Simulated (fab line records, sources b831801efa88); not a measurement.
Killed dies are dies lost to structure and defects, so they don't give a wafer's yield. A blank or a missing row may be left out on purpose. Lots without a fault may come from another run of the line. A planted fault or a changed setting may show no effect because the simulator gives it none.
Problem report in the 8D (eight disciplines) form, filled by code | flow sky130 | the parts of the form that need people (team, actions taken, sign-off) are left out

1. THE PROBLEM
heater_power_total_W at SKY_METAL5_SOFTBAKE_10 reads a mean of 57.25 W on 6 wafers of 2 lots; wafers without a fault read 56.60 W with a standard deviation of 0.045. That is +14 standard deviations from the usual mean.
The step: time 60 s.
First seen on wafer L836.2, day 46 22:59, on litho_track-01. The record holds 36 wafers of 12 lots with a number at this step. Rule for "out", or "out of limits": more than 4 standard deviations from the usual mean. The other wafers with a number count as sound.

2. WHAT IT IS AND WHAT IT IS NOT
question                    | is                                 | is not
which readings at this step | heater_power_total_W, plate_temp_C | -
which lots                  | L836, L837                         | L824, L825, L827, L830, L832, L838, L842, L843, L844, L846
which wafers of those lots  | all that have a number             | -
read on which tools         | litho_track-01                     | litho_track-02, litho_track-03
when                        | from day 46 22:59                  | up to then (15 sound wafers); but 15 sound wafers of L838, L842, L843, L844, L846 came after

3. SUSPECTS, AND WHAT RULES EACH OUT
Counting: a tool at a process step up to the reading stays a suspect if it ran every lot that is out and no sound lot after the first of them.
- rie_metal-01 at SKY_METAL3_DESCUM_15 (chemistry O2, time 8 s): ruled out as a lasting fault. Sound lots L842 ran on it after its first lot that is out, L836 (day 42 14:34).
- litho_track-01 at SKY_METAL5_SOFTBAKE_10 (time 60 s): kept. It ran every lot that is out, first L836 (day 46 22:59), and no sound lot after that; its last sound lot up to then is L832 (day 45 20:16). Its own readings are out on those wafers: heater_power_total_W, plate_temp_C.
Left after counting: litho_track-01 at SKY_METAL5_SOFTBAKE_10.

4. THE CAUSE (what the simulator had put in)
Process parameter drift: litho_track-01, from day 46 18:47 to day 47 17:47, at SKY_METAL5_SOFTBAKE_10. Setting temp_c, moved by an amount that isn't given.
Counting left only this tool.

5. THE CHAIN OF EFFECTS, in route order
Each row: a reading whose mean over the struck wafers that have a number lies more than 3 standard deviations from the usual. Only readings for which the record gives a usual standard deviation are gone through. hours: the time from each lot's start at the first step in this table that gives one to its start at this step, as a median over the lots. sigmas: the change in usual standard deviations.
hours | step                   | reading              | usual   | on struck wafers | change | sigmas
0     | SKY_METAL5_SOFTBAKE_10 | heater_power_total_W | 56.60 W | 57.25            | +0.65  | +14
0     | SKY_METAL5_SOFTBAKE_10 | plate_temp_C         | 89.98 C | 90.70            | +0.72  | +6.0
The process steps in it:
- SKY_METAL5_SOFTBAKE_10: time 60 s.

6. WHAT WOULD HAVE CAUGHT IT SOONER
In this record the first reading out of limits was taken at day 46 22:59, 4 hours after the fault began at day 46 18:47.
